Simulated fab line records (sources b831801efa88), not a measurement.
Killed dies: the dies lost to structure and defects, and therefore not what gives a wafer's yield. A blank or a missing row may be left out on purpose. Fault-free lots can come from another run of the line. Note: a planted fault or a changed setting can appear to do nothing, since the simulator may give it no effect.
A struck lot beside a sound one | flow sky130 | 43 steps out of a route of 708
Sound: the wafers L585.3, L585.5, L585.6. Struck: wafer L582.2 (left out: L582.1, L582.3 of the same lot, which were not struck); the cause appears at the end.
At each step with rows: each side's tool, then ch and its chambers, then its first start. Under that, the readings that differ: sound wafers | struck wafers | difference of the means | sigmas: that difference in standard deviations of wafers without a fault.
alike: a reading whose means differ by less than 2 such deviations, as well as words and numbers matching on both sides. not compared: withheld readings; readings where some wafer has no value; bounds like >300 that might hide an equal value; numbers whose values overlap and for which the record gives no deviation.
The two part at a step that has a row with sigmas, a row that says differs or no value, or rows on one side only. Non-overlapping numbers with no deviation appear without sigmas and do not part them. A reading missing from all wafers of one side parts the sides only when that side holds two or more wafers.

first, 8 steps without rows for these wafers: SKY_METAL3_DEHYDRATE_05 (time 60 s); SKY_METAL3_HMDS_06 (prime time 60 s); SKY_METAL3_COAT_07 (resist thk 60 nm); SKY_METAL3_COAT_08 (resist thk 1140 nm); SKY_METAL3_SOFTBAKE_09 (time 90 s); SKY_METAL3_EXPOSE_10 (exposes mask MM3, target cd 300 nm); SKY_METAL3_PEB_11; SKY_METAL3_DEVELOP_12 (develop time 60 s).
SKY_METAL3_CD_MEAS_13: the cd target is 300 nm.
  struck on cd-sem-01, day 42 18:01; sound on cd-sem-02, day 42 19:41
  alike: cd-nm
SKY_METAL3_OVL_MEAS_14:
  struck on overlay-02, day 42 18:08; sound on overlay-01, day 42 19:47
  alike: METAL3_OVL
SKY_METAL3_DESCUM_15: chemistry O2, time 8 s.
  sound on rie-metal-03 ch 0,1, day 42 19:49; struck on rie-metal-03 ch 1, day 42 18:10
  reading                | sound | struck | difference                   | sigmas
  rf-hours-counter-h (h) | - - - | 17     | no value on the sound wafers |
  alike: drypump-motor-current-A, oes-product-au
SKY_METAL3_ETCH_16: etches BARC in N2/H2, stops on SiO2, time 88.2 s, target depth 60 nm.
  sound on rie-metal-03 ch 0,1, day 42 19:52; struck on rie-metal-03 ch 1, day 42 18:12
  reading                | sound | struck | difference                   | sigmas
  rf-hours-counter-h (h) | - - - | 17     | no value on the sound wafers |
  alike: drypump-motor-current-A, oes-product-au, throttle-valve-pct
SKY_METAL3_ETCH_17: etches SiO2 in C4F8/O2/Ar, stops on TiN, time 3.9 s, target depth 15 nm.
  sound on rie-diel-01 ch 1,2, day 42 19:56; struck on rie-diel-02 ch 0, day 42 18:18
  reading               | sound             | struck | difference | sigmas
  oes-product-au (a.u.) | 0.750 0.761 0.759 | 0.743  | -0.014     | -2
  not compared: rf-hours-counter-h
then, 1 step without rows for these wafers: SKY_METAL3_METAL_ETCH_18 (etches the open film in Cl2/BCl3, stops on SiO2, target depth 845 nm, time 183.1 s).
SKY_METAL3_STRIP_19: strips in O2/N2.
  sound on plasma-asher-02 ch 0,1, day 42 20:10; struck on plasma-asher-03 ch 1, day 42 18:29
  reading                      | sound          | struck | difference                   | sigmas
  rf-hours-counter-h (h)       | - - -          | 24     | no value on the sound wafers |
  strip-time-to-endpoint-s (s) | 6.52 6.59 6.56 | 6.44   | -0.12                        | -2
  alike: drypump-motor-current-A, oes-product-au
then, 4 steps without rows for these wafers: SKY_METAL3_STRIP_20 (strips in post etch residue remover, time 1200 s); SKY_METAL3_CLEAN_21 (cleans in IPA, time 180 s); SKY_METAL3_CLEAN_22 (cleans in O3/DIW); SKY_VIA3_HDPCVD_00 (deposits SiO2, target thk 1635 nm, time 272.5 s).
SKY_VIA3_THK_MEAS_01:
  struck on film-metro-01, day 42 19:17; sound on film-metro-01, day 42 20:58
  alike: VIA3_HDPCVD_THK
then, 1 step without rows for these wafers: SKY_VIA3_CMP_02 (polishes SiO2).
SKY_VIA3_BOW_MEAS_03:
  struck on film-metro-04, day 42 19:39; sound on film-metro-04, day 42 21:20
  alike: VIA3_BOW
then, 8 steps without rows for these wafers: SKY_VIA3_DEHYDRATE_04 (time 60 s); SKY_VIA3_HMDS_05 (prime time 60 s); SKY_VIA3_COAT_06 (resist thk 60 nm); SKY_VIA3_COAT_07 (resist thk 450 nm); SKY_VIA3_SOFTBAKE_08 (time 90 s); SKY_VIA3_EXPOSE_09 (exposes mask VIM3, target cd 200 nm); SKY_VIA3_PEB_10; SKY_VIA3_DEVELOP_11 (develop time 60 s).
SKY_VIA3_CD_MEAS_12: the cd target is 200 nm.
  struck on cd-sem-01, day 43 18:48; sound on cd-sem-01, day 43 20:14
  alike: cd-nm
SKY_VIA3_OVL_MEAS_13:
  struck on overlay-01, day 43 18:55; sound on overlay-01, day 43 20:20
  alike: VIA3_OVL
SKY_VIA3_ETCH_14: etches BARC in N2/H2, stops on SiO2, time 45.9 s, target depth 60 nm.
  sound on rie-diel-03 ch 0,1,3, day 43 20:22; struck on rie-diel-04 ch 2, day 43 18:58
  alike: drypump-motor-current-A, oes-product-au, throttle-valve-pct
  not compared: rf-hours-counter-h
SKY_VIA3_ETCH_15: etches SiO2 in C4F8/O2/Ar, stops on TiN, target depth 507 nm, time 78 s.
  sound on rie-diel-03 ch 0,1,3, day 43 20:24; struck on rie-diel-04 ch 2, day 43 19:00
  alike: oes-product-au
  not compared: rf-hours-counter-h
then, 6 steps without rows for these wafers: SKY_VIA3_STRIP_16 (strips in O2/N2); SKY_VIA3_STRIP_17 (strips in post etch residue remover, time 1200 s); SKY_VIA3_CLEAN_18 (cleans in IPA, time 180 s); SKY_VIA3_CLEAN_19 (cleans in O3/DIW); SKY_VIA3_SPUTTER_20 (material TiN, target thk 20 nm, time 80 s); SKY_VIA3_CVD_21 (deposits W, target thk 390 nm, time 117.31 s).
SKY_VIA3_RS_MEAS_22: uses a four-point probe to measure.
  struck on film-metro-04, day 43 19:55; sound on film-metro-03, day 43 21:17
  alike: VIA3_W_RS
SKY_VIA3_THK_MEAS_23: measures by xrf.
  struck on film-metro-04, day 43 20:02; sound on film-metro-03, day 43 21:23
  alike: VIA3_W_THK
-- the record jumps here: 5 days lie between the struck wafers' starts before and after (it left off in module VIA3 and takes up again in module PAD_OPEN, whose first step shown is number 708 of the route) --
SKY_PAD_OPEN_PROBE_99:
  struck on prober-02, day 49 06:40; sound on prober-01, day 49 06:33
  reading                               | sound              | struck | difference | sigmas
  defect-limited-yield (%)              | 82.3 81.3 80.7     | 73.6   | -7.8       | -4
  killed_at_M0_to_M3                    | 48 41 43           | 99     | +55        | +8
  killed-at-contacts                    | 22 31 30           | 17     | -11        | -2
  killed-dies                           | 87 92 95           | 130    | +39        | +4
  killed-open                           | 45 51 52           | 34     | -15        | -2
  sort_bin_3_pad_short (%)              | 1.0 0.4 1.0        | 3.9    | +3.1       | +8
  sort_bin_5_function (%)               | 10.4 12.6 12.4     | 18.1   | +6.3       | +5
  sort-n-pass                           | 405 400 397        | 362    | -39        | -4
  sort-yield-pct (%)                    | 82.3 81.3 80.7     | 73.6   | -7.8       | -4
  model.etest.tester.sort-n-pass        | 405 400 397        | 362    | -39        |
  model.etest.tester.sort-yield-pct (%) | 82.32 81.3 80.69   | 73.58  | -7.86      |
  model.etest.tester.sort_bin_5_pct (%) | 10.37 12.6 12.4    | 18.09  | +6.30      |
  model.etest.tester.sort_bin_3_pct (%) | 1.016 0.4065 1.016 | 3.862  | +3.049     |
  alike: killed_at_M4_up, killed-at-front-end, killed-at-other, killed-short, sort_bin_6_memory

WHERE THEY PART
Last at SKY_PAD_OPEN_PROBE_99 as far as this record goes, first at SKY_METAL3_DESCUM_15.

WHY: what the simulator had put in
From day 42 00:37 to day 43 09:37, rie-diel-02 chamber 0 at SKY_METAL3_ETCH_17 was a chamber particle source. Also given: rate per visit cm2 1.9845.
